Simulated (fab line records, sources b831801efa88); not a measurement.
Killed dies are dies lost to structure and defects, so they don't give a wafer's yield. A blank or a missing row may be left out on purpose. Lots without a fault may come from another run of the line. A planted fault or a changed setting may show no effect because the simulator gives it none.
fab line records | flow sky130
record lots=13 wafers=39 last_day=50
route steps=708 shown FIELD_ISO@19 CAP2M@617 METAL4@633 VIA4@651 PAD_OPEN@708
lots that met no fault: from a run of the same line without faults
start_h: hours from the record's first day to the start of the lot's first wafer shown | wait_h: hours since the lot's step before | " the same as in the row above | L1.1+2: a row that stands for several wafers | - no value, or no start given | * or withheld: withheld | < > ~ a bound
route shown NAME@n: a module of which the file shows steps, and the number in the route of the first | usual: mean/standard deviation of fault-free wafers | same: alike in all rows | chamber/n: place in a boat | sites: the reading at each site | _std_site: their standard deviation | _edge_site: outer sites' mean less inner sites' | radius_mm: how far each site lies from the wafer's centre | mask NAME#n: copy n | behind: the tool/chamber that last shaped the wafer | hold: why the lot was held/for how many hours/how that ended | device: the transistor (n, p or np) that didn't switch | end of line: the same wafers' tests at the end of the route | a step without rows: its recipe alone | killed: dies lost to structure and defects at the first sort, not the wafer's yield | map: a wafer's dies, x killed, . not, _ none there
set.NAME: the setting as run; set.NAME@STEP: as run at that earlier step | model.NAME: the simulator's own value behind a step, which no gauge read
steps of the route over a sample of lots; a table a step, a row a wafer
services: from which hour (start_h, from the record's first day; less than 0 if before it) a tool's chamber was out of use, for how many hours, and why
## steps
# step SKY_FIELD_ISO_WET_ETCH_18
# recipe chemistry=H3PO4 target_depth_nm=25 temp_c=160 target=Si3N4 time_s=286
# usual bath_heat_duty_pct=26.4/1.9
# columns lot.wafer tool chamber start_h wait_h bath_heat_duty_pct
L201.2 wet_bench-03 3 29.74 0.0 26.7
L201.3 " 3 " " 28.0
L201.4 " 3 " " 26.7
L202.3 wet_bench-03 2 34.45 0.0 26.5
L202.4 " 2 " " 23.6
L202.5 " 2 " " 24.5
L203.1 wet_bench-04 1 39.79 0.0 27.3
L203.2 " 1 " " 26.7
L203.6 " 1 " " 25.6
L206.2 wet_bench-03 1 73.75 0.0 27.3
L206.5 " 1 " " 29.9
L206.6 " 1 " " 27.2
L209.2 wet_bench-03 2 74.75 0.0 24.6
L209.5 " 2 " " 23.5
L209.6 " 2 " " 25.2
L210.1 wet_bench-04 2 79.07 0.1 27.4
L210.3 " 2 " " 25.8
L210.6 " 2 " " 26.4
L212.4 wet_bench-02 1 87.44 0.0 26.0
L212.5 " 1 " " 27.6
L212.6 " 1 " " 24.9
L215.1 wet_bench-02 0 102.44 0.0 33.0
L215.4 " 0 " " 32.0
L215.5 " 0 " " 31.1
L216.2 wet_bench-04 0 107.84 0.0 26.1
L216.5 " 0 " " 27.0
L216.6 " 0 " " 28.1
L217.1 wet_bench-04 2 114.41 0.0 25.8
L217.5 " 2 " " 26.4
L217.6 " 2 " " 24.4
L222.3 wet_bench-02 1 145.51 0.0 25.5
L222.4 " 1 " " 26.1
L222.5 " 1 " " 27.0
L223.1 wet_bench-04 2 145.69 0.0 25.2
L223.3 " 2 " " 25.7
L223.5 " 2 " " 26.1
L224.1 wet_bench-03 3 153.35 0.0 27.4
L224.2 " 3 " " 28.6
L224.3 " 3 " " 25.9
# step SKY_CAP2M_STRIP_14
# recipe chemistry=O2/N2 power_w=1400 pressure_mtorr=1500 platen_temp_c=withheld o2_flow_sccm=3000 n2_flow_sccm=300 overash_fraction=0.5
# usual drypump_motor_current_A=5.7/0.35 n2_flow_sccm=300.0/0.97 oes_product_au=0.711/0.0044 strip_time_to_endpoint_s=12.63/0.043
# columns lot.wafer tool chamber start_h wait_h drypump_motor_current_A n2_flow_sccm oes_product_au rf_hours_counter_h strip_time_to_endpoint_s
L201.2 plasma_asher-02 1 945.23 0.1 5.0 301.1 0.706 52 12.58
L201.3 " 0 " " 6.0 300.6 0.713 - 12.65
L201.4 " 1 " " 5.0 300.4 0.718 - 12.57
L202.3 plasma_asher-02 1 952.51 0.1 5.0 301.3 0.715 - 12.63
L202.4 " 0 " " 6.0 298.7 0.708 - 12.64
L202.5 " 1 " " 5.0 300.9 0.707 - 12.64
L203.1 plasma_asher-01 0 960.42 0.1 5.5 301.6 0.712 115 12.59
L203.2 " 1 " " 5.9 301.4 0.703 115 12.55
L203.6 " 1 " " 5.9 300.8 0.710 - 12.58
L206.2 plasma_asher-02 1 1014.74 0.1 5.0 299.9 0.714 58 12.69
L206.5 " 0 " " 6.0 300.6 0.705 - 12.65
L206.6 " 1 " " 5.0 299.8 0.718 - 12.69
L209.2 plasma_asher-04 0 1017.24 0.1 5.8 300.6 0.715 27 12.59
L209.5 " 1 " " 5.8 299.2 0.713 - 12.63
L209.6 " 0 " " 5.8 299.9 0.717 - 12.62
L210.1 plasma_asher-01 0 1022.44 0.1 5.5 301.6 0.706 121 12.67
L210.3 " 1 " " 5.9 299.8 0.714 - 12.66
L210.6 " 1 " " 5.9 300.5 0.716 - 12.63
L212.4 plasma_asher-02 1 1040.46 0.1 5.0 300.9 0.708 - 12.63
L212.5 " 1 " " 5.0 299.9 0.714 - 12.65
L212.6 " 0 " " 6.0 298.8 0.706 - 12.61
L215.1 plasma_asher-02 0 1056.12 0.1 6.0 300.8 0.709 62 12.56
L215.4 " 1 " " 5.0 299.8 0.710 - 12.62
L215.5 " 0 " " 6.1 300.2 0.706 - 12.62
L216.2 plasma_asher-04 0 1070.09 0.1 5.8 299.5 0.718 32 12.63
L216.5 " 1 " " 5.8 300.6 0.713 - 12.58
L216.6 " 0 " " 5.8 301.0 0.707 - 12.55
L217.1 plasma_asher-01 0 1086.67 0.1 5.5 299.6 0.706 2 12.62
L217.5 " 1 " " 5.9 298.3 0.714 - 12.60
L217.6 " 0 " " 5.5 300.8 0.708 - 12.60
L222.3 plasma_asher-01 0 1105.36 0.1 5.5 299.8 0.715 - 12.60
L222.4 " 1 " " 5.9 299.4 0.717 - 12.58
L222.5 " 1 " " 5.9 298.7 0.708 - 12.58
L223.1 plasma_asher-04 1 1106.63 0.1 5.8 300.2 0.716 36 12.67
L223.3 " 0 " " 5.8 300.2 0.717 - 12.64
L223.5 " 0 " " 5.8 298.8 0.710 - 12.63
L224.1 plasma_asher-01 0 1119.89 0.1 5.5 300.3 0.717 5 12.68
L224.2 " 1 " " 5.9 299.3 0.715 5 12.68
L224.3 " 1 " " 5.9 299.1 0.704 - 12.67
# step SKY_METAL4_ETCH_17
# recipe target=SiO2 stop_on=TiN chemistry=C4F8/O2/Ar source_w=1500 bias_w=1200 pressure_mtorr=40 c4f8_flow_sccm=withheld O2_flow_sccm=6 Ar_flow_sccm=300 time_s=3.9 target_depth_a=150
# usual oes_product_au=0.750/0.0071
# columns lot.wafer tool chamber start_h wait_h oes_product_au rf_hours_counter_h
L201.2 rie_diel-02 0 969.44 0.1 0.739 24
L201.3 " 3 " " 0.743 24
L201.4 " 2 " " 0.755 3
L202.3 rie_diel-02 3 975.85 0.0 0.752 24
L202.4 " 0 " " 0.755 24
L202.5 " 0 " " 0.753 -
L203.1 rie_diel-03 0 986.10 0.1 0.761 8
L203.2 " 3 " " 0.755 5
L203.6 " 0 " " 0.750 -
L206.2 rie_diel-02 2 1037.70 0.1 0.747 6
L206.5 " 0 " " 0.743 -
L206.6 " 1 " " 0.746 -
L209.2 rie_diel-01 3 1040.27 0.1 0.750 9
L209.5 " 2 " " 0.756 -
L209.6 " 1 " " 0.770 -
L210.1 rie_diel-02 2 1044.64 0.1 0.753 6
L210.3 " 0 " " 0.755 27
L210.6 " 0 " " 0.753 -
L212.4 rie_diel-03 3 1062.84 0.0 0.755 7
L212.5 " 3 " " 0.749 -
L212.6 " 2 " " 0.757 -
L215.1 rie_diel-01 1 1078.45 0.1 0.748 15
L215.4 " 3 " " 0.762 10
L215.5 " 0 " " 0.759 -
L216.2 rie_diel-02 1 1091.25 0.1 0.747 22
L216.5 " 2 " " 0.753 -
L216.6 " 1 " " 0.748 -
L217.1 rie_diel-01 3 1107.80 0.1 0.736 10
L217.5 " 1 " " 0.735 -
L217.6 " 2 " " 0.764 -
L222.3 rie_diel-03 0 1126.05 0.0 0.745 12
L222.4 " 0 " " 0.744 -
L222.5 " 2 " " 0.743 -
L223.1 rie_diel-03 2 1127.80 0.1 0.757 20
L223.3 " 3 " " 0.753 9
L223.5 " 2 " " 0.759 -
L224.1 rie_diel-02 2 1139.55 0.1 0.740 10
L224.2 " 3 " " 0.749 30
L224.3 " 0 " " 0.752 1
# step SKY_VIA4_ETCH_12
# recipe target=SiO2 chemistry=C4F8/O2/Ar stop_on=TiN mask_material=NOVOLAK source_w=1500 bias_w=1200 pressure_mtorr=40 c4f8_flow_sccm=withheld O2_flow_sccm=6 Ar_flow_sccm=300 time_s=withheld target_depth_a=5800
# usual oes_product_au=0.926/0.0046
# columns lot.wafer tool chamber start_h wait_h oes_product_au
L201.2 rie_diel-04 3 994.70 0.0 0.930
L201.3 " 0 " " 0.924
L201.4 " 3 " " 0.913
L202.3 rie_diel-04 1 998.71 0.0 0.926
L202.4 " 1 " " 0.924
L202.5 " 3 " " 0.925
L203.1 rie_diel-01 1 1011.16 0.0 0.920
L203.2 " 2 " " 0.926
L203.6 " 0 " " 0.929
L206.2 rie_diel-04 1 1060.50 0.0 0.918
L206.5 " 0 " " 0.924
L206.6 " 1 " " 0.931
L209.2 rie_diel-01 1 1063.24 0.0 0.930
L209.5 " 0 " " 0.932
L209.6 " 3 " " 0.919
L210.1 rie_diel-04 2 1067.96 0.0 0.921
L210.3 " 3 " " 0.919
L210.6 " 3 " " 0.921
L212.4 rie_diel-03 2 1085.15 0.0 0.922
L212.5 " 1 " " 0.921
L212.6 " 0 " " 0.924
L215.1 rie_diel-03 1 1099.90 0.0 0.924
L215.4 " 0 " " 0.934
L215.5 " 3 " " 0.928
L216.2 rie_diel-03 2 1111.74 0.0 0.924
L216.5 " 3 " " 0.926
L216.6 " 0 " " 0.918
L217.1 rie_diel-03 3 1128.59 0.0 0.929
L217.5 " 2 " " 0.934
L217.6 " 3 " " 0.925
L222.3 rie_diel-01 2 1146.15 0.0 0.929
L222.4 " 0 " " 0.932
L222.5 " 1 " " 0.936
L223.1 rie_diel-03 0 1148.16 0.0 0.924
L223.3 " 2 " " 0.923
L223.5 " 3 " " 0.922
L224.1 rie_diel-03 3 1158.30 0.0 0.929
L224.2 " 1 " " 0.928
L224.3 " 0 " " 0.923
# step SKY_PAD_OPEN_PROBE_99
# usual killed_at_M0_to_M3=44/7.2 killed_at_M4_up=3.0/1.8 killed_at_contacts=24/5.4 killed_at_front_end=14/4.4 killed_at_other=0.4/0.64 killed_dies=86/9.4 killed_on_rim=17/3.8 killed_open=47/7.7 killed_short=39/5.8
# same gross_dies=492 killed_at_back_side=0
# columns lot.wafer tool chamber start_h wait_h killed_at_M0_to_M3 killed_at_M4_up killed_at_contacts killed_at_front_end killed_at_other killed_dies killed_on_rim killed_open killed_short
L202.3 prober-01 - 1069.98 0.2 30 2 20 8 1 61 9 33 28
L202.4 prober-01 - 1070.03 0.2 43 5 19 20 0 87 21 46 41
L202.5 prober-01 - 1070.08 0.2 33 3 22 12 0 70 19 39 31
L206.2 prober-01 - 1125.82 0.1 47 4 24 79 3 157 34 61 30
L206.5 prober-01 - 1125.97 0.2 42 2 26 85 0 155 32 53 38
L206.6 prober-01 - 1126.02 0.2 41 5 22 75 2 145 24 47 35
L209.2 prober-02 - 1130.25 0.1 43 3 23 52 1 122 28 46 34
L209.5 prober-02 - 1130.40 0.2 38 7 26 57 0 128 29 49 35
L209.6 prober-02 - 1130.45 0.2 38 2 25 58 0 123 25 49 29
L215.1 prober-02 - 1162.15 0.1 49 3 26 22 0 100 20 59 41
L215.4 prober-02 - 1162.30 0.2 41 5 20 15 0 81 14 42 39
L215.5 prober-02 - 1162.35 0.2 45 1 20 17 0 83 21 44 39
# killed by level:class
L202.3 LI_CONTACT:geometric_particle:open=8 VIA1:geometric_particle:open=8 CONTACT:geometric_particle:open=5 VIA3:geometric_particle:open=4 METAL2:geometric_particle:short=4 LI_CONTACT:geometric_particle:short=3 VIA2:geometric_particle:open=3 CONTACT:geometric_particle:short=3
L202.4 VIA1:geometric_particle:open=8 METAL2:geometric_particle:short=8 CONTACT:geometric_particle:open=7 FIELD_ISO:geometric_particle:open=6 METAL1:geometric_particle:short=6 POLY_GATE:geometric_particle:short=5 CONTACT:geometric_particle:short=5 VIA2:geometric_particle:open=5
L202.5 VIA1:geometric_particle:open=11 CONTACT:geometric_particle:open=8 METAL1:geometric_particle:short=7 POLY_GATE:geometric_particle:short=6 LI_CONTACT:geometric_particle:open=6 CONTACT:geometric_particle:short=5 POLY_GATE:geometric_particle:open=4 VIA3:geometric_particle:open=4
L206.2 FIELD_ISO:unspecified=63 LI_CONTACT:geometric_particle:open=11 VIA1:geometric_particle:open=11 VIA3:geometric_particle:open=10 METAL2:geometric_particle:short=6 POLY_GATE:geometric_particle:open=5 CONTACT:geometric_particle:short=5 CONTACT:geometric_particle:open=5
L206.5 FIELD_ISO:unspecified=64 VIA1:geometric_particle:open=12 CONTACT:geometric_particle:open=10 VIA2:geometric_particle:open=7 POLY_GATE:geometric_particle:short=6 VIA3:geometric_particle:open=6 FIELD_ISO:geometric_particle:short=5 CONTACT:geometric_particle:short=5
L206.6 FIELD_ISO:unspecified=63 CONTACT:geometric_particle:open=11 LI_CONTACT:geometric_particle:open=8 VIA1:geometric_particle:open=7 VIA2:geometric_particle:open=7 METAL1:geometric_particle:short=6 VIA3:geometric_particle:open=6 METAL2:geometric_particle:short=5
L209.2 FIELD_ISO:unspecified=42 VIA1:geometric_particle:open=14 CONTACT:geometric_particle:open=13 METAL1:geometric_particle:short=6 VIA3:geometric_particle:open=6 METAL3:geometric_particle:short=4 FIELD_ISO:geometric_particle:open=3 LOCAL_INTERCONNECT:geometric_particle:short=3
L209.5 FIELD_ISO:unspecified=44 VIA1:geometric_particle:open=12 CONTACT:geometric_particle:open=11 VIA1:geometric_particle:short=6 LOCAL_INTERCONNECT:geometric_particle:short=6 VIA3:geometric_particle:open=5 FIELD_ISO:geometric_particle:open=4 LI_CONTACT:geometric_particle:open=4
L209.6 FIELD_ISO:unspecified=45 CONTACT:geometric_particle:open=16 VIA1:geometric_particle:open=7 VIA2:geometric_particle:open=6 VIA3:geometric_particle:open=6 FIELD_ISO:geometric_particle:open=5 METAL1:geometric_particle:short=5 METAL2:geometric_particle:short=4
L215.1 VIA1:geometric_particle:open=14 CONTACT:geometric_particle:open=8 FIELD_ISO:geometric_particle:open=7 LI_CONTACT:geometric_particle:open=7 CONTACT:geometric_particle:short=7 VIA2:geometric_particle:open=7 POLY_GATE:geometric_particle:open=6 VIA3:geometric_particle:open=6
L215.4 METAL1:geometric_particle:short=8 CONTACT:geometric_particle:open=8 VIA1:geometric_particle:open=8 VIA2:geometric_particle:open=7 LI_CONTACT:geometric_particle:open=7 METAL2:geometric_particle:short=6 FIELD_ISO:geometric_particle:short=5 FIELD_ISO:geometric_particle:open=4
L215.5 VIA1:geometric_particle:open=12 LOCAL_INTERCONNECT:geometric_particle:short=6 FIELD_ISO:geometric_particle:open=5 LI_CONTACT:geometric_particle:open=5 METAL2:geometric_particle:short=5 VIA2:geometric_particle:short=5 VIA3:geometric_particle:open=5 FIELD_ISO:geometric_particle:short=4
## services
# columns tool chamber start_h hours kind
rie_diel-02 - 23.07 1.2 repair
rie_diel-02 0 23.24 2.0 repair
rie_diel-03 - 74.80 2.8 pm
rie_diel-03 1 185.29 4.9 repair
rie_diel-03 1 193.88 8.7 repair
rie_diel-03 3 198.30 8.1 repair
rie_diel-03 0 282.42 12.0 repair
rie_diel-03 - 384.24 1.2 repair
rie_diel-03 2 401.26 8.3 repair
rie_diel-03 2 426.76 8.1 repair
rie_diel-03 1 496.49 10.4 repair
rie_diel-03 2 551.98 8.7 repair
rie_diel-03 1 640.09 6.4 repair
rie_diel-03 0 641.65 11.6 repair
rie_diel-03 1 671.64 10.9 repair
rie_diel-03 0 689.62 3.2 repair
rie_diel-03 0 789.38 15.6 repair
rie_diel-03 3 845.05 2.0 repair
rie_diel-03 2 869.44 5.7 repair
rie_diel-03 1 891.68 16.5 repair
rie_diel-03 1 1019.52 4.4 repair
rie_diel-03 3 1021.57 12.0 repair
rie_diel-03 - 1032.03 0.6 repair
rie_diel-03 1 1121.02 8.8 repair
## key
first_sign step=SKY_PAD_OPEN_PROBE_99 reading=killed_at_front_end direction=up sigmas=12 usual=14 struck=68
effect step=SKY_PAD_OPEN_PROBE_99 reading=killed_dies direction=up sigmas=5.5 usual=86 struck=138
met_at SKY_FIELD_ISO_WET_ETCH_18
struck_lots L206,L209
tester_left_out L206,L209
not_acting_at SKY_CAP2M_STRIP_14,SKY_METAL4_ETCH_17,SKY_VIA4_ETCH_12
onset_between 34.45 73.75
fault kind=chamber_particle_source tool=wet_bench-03 chamber=- onset_h=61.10 steps=SKY_FIELD_ISO_WET_ETCH_18 rate_per_visit_cm2=1.7611 end_h=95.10
# tester_left_out: of these lots the tester's yield and bins aren't shown, on N5 and GAA mostly nor the transistor test; their killed dies are dies lost to structure and defects alone, not to doping, threshold or leakage, so they don't give the yield
